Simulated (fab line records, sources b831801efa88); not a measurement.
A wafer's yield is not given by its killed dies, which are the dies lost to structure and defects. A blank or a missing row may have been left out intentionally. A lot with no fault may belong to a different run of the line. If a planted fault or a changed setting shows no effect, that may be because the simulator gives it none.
What tool caused it? + flow sky130 + Sampling: 11 lots, 32 wafers, 4 of 708 route steps

## WHAT EACH GAUGE READ, for each wafer
SKY_METAL2_RS_MEAS_05: the measuring method here is four-point-probe.
| lot  | measured     | on           | METAL2_ALCU_RS (ohm/sq) |
|------|--------------|--------------|-------------------------|
| L172 | day 34 18:17 | filmMetro-02 | 0.1272 0.1291 0.1269    |
| L173 | day 35 11:18 | filmMetro-01 | 0.1289 0.1275 0.1253    |
| L174 | day 35 12:50 | filmMetro-03 | 0.1270 0.1275 0.1270    |
| L175 | day 35 20:14 | filmMetro-01 | 0.1249 0.1253 0.1268    |
| L181 | day 37 20:08 | filmMetro-03 | 0.1256 0.1270 0.1247    |
| L182 | day 37 21:03 | filmMetro-01 | 0.1093 0.1269           |
| L184 | day 38 14:46 | filmMetro-02 | 0.1248 0.1254 0.1251    |
| L185 | day 38 18:24 | filmMetro-03 | 0.1253 0.1237 0.1243    |
| L191 | day 40 10:11 | filmMetro-03 | 0.1234 0.1234 0.1229    |
| L189 | day 40 10:10 | filmMetro-02 | 0.1274 0.1274 0.1287    |
| L193 | day 40 23:35 | filmMetro-02 | 0.1278 0.1266 0.1268    |

## WHAT TOOL EACH LOT RAN ON (gives the tool, then ch and the chambers of the sampled wafers, and finally the start)
| lot  | SKY_METAL1_DESCUM_17             | SKY_VIA1_STRIP_16                   | SKY_METAL2_SPUTTER_02       |
|------|----------------------------------|-------------------------------------|-----------------------------|
| L172 | rieMetal-04 ch 0,1, day 33 12:59 | plasmaAsher-01 ch 0,1, day 34 16:53 | pvdSputter-01, day 34 18:08 |
| L173 | rieMetal-01 ch 0,1, day 34 05:37 | plasmaAsher-01 ch 0,1, day 35 09:56 | pvdSputter-01, day 35 11:13 |
| L174 | rieMetal-01 ch 0,1, day 34 07:01 | plasmaAsher-01 ch 0,1, day 35 11:28 | pvdSputter-03, day 35 12:44 |
| L175 | rieMetal-04 ch 0, day 34 15:10   | plasmaAsher-03 ch 0,1, day 35 18:52 | pvdSputter-03, day 35 20:08 |
| L181 | rieMetal-01 ch 0,1, day 36 14:37 | plasmaAsher-02 ch 0,1, day 37 18:28 | pvdSputter-01, day 37 20:02 |
| L182 | rieMetal-01 ch 0,1, day 36 15:55 | plasmaAsher-03 ch 0,1, day 37 19:31 | pvdSputter-01, day 37 20:56 |
| L184 | rieMetal-01 ch 0,1, day 37 09:59 | plasmaAsher-01 ch 0,1, day 38 13:24 | pvdSputter-02, day 38 14:38 |
| L185 | rieMetal-03 ch 0,1, day 37 13:20 | plasmaAsher-03 ch 0,1, day 38 17:00 | pvdSputter-03, day 38 18:16 |
| L191 | rieMetal-04 ch 1, day 39 06:58   | plasmaAsher-01 ch 0,1, day 40 08:43 | pvdSputter-03, day 40 10:05 |
| L189 | rieMetal-03 ch 0,1, day 39 07:28 | plasmaAsher-03 ch 0,1, day 40 08:47 | pvdSputter-02, day 40 10:04 |
| L193 | rieMetal-04 ch 0,1, day 39 20:16 | plasmaAsher-02 ch 0,1, day 40 22:13 | pvdSputter-02, day 40 23:29 |
- SKY_METAL1_DESCUM_17: chemistry O2, time 8 s.
- SKY_VIA1_STRIP_16: strips in O2/N2.
- SKY_METAL2_SPUTTER_02: material AlCu, target thk 250 nm, time 13.3 s.

## THE ANSWER, worked out from the rows above alone
Rule: what is usual is taken from the lots themselves. The widest of any qualifying gaps counts: lots, ordered by their means at a reading, are off when they make up no more than a third of the lots, leave a main group of 4 or more, and stand apart from it by 3 or more times the standard deviation of that group's means. A main group is skipped when, at the precision printed for the reading in the tables above, its means are all equal. Also off: a lot with no number at a reading for which 4 or more lots have one. Any other lot the step has rows for is counted as sound.
Off: L182, at SKY_METAL2_RS_MEAS_05 (METAL2_ALCU_RS). The main group has a mean of 0.1261 ohm/sq with a standard deviation of 0.0015.
If a tool, at a process step before that reading, ran all the lots that are off and no sound lot after the first of them, it fits. Gauges at SKY_METAL2_RS_MEAS_05: tried the same way as those tools. 2 tools fit, pvdSputter-01 at SKY_METAL2_SPUTTER_02 and filmMetro-01 at SKY_METAL2_RS_MEAS_05, so this cannot tell which one it is.

## WHAT THE SIMULATOR PUT IN
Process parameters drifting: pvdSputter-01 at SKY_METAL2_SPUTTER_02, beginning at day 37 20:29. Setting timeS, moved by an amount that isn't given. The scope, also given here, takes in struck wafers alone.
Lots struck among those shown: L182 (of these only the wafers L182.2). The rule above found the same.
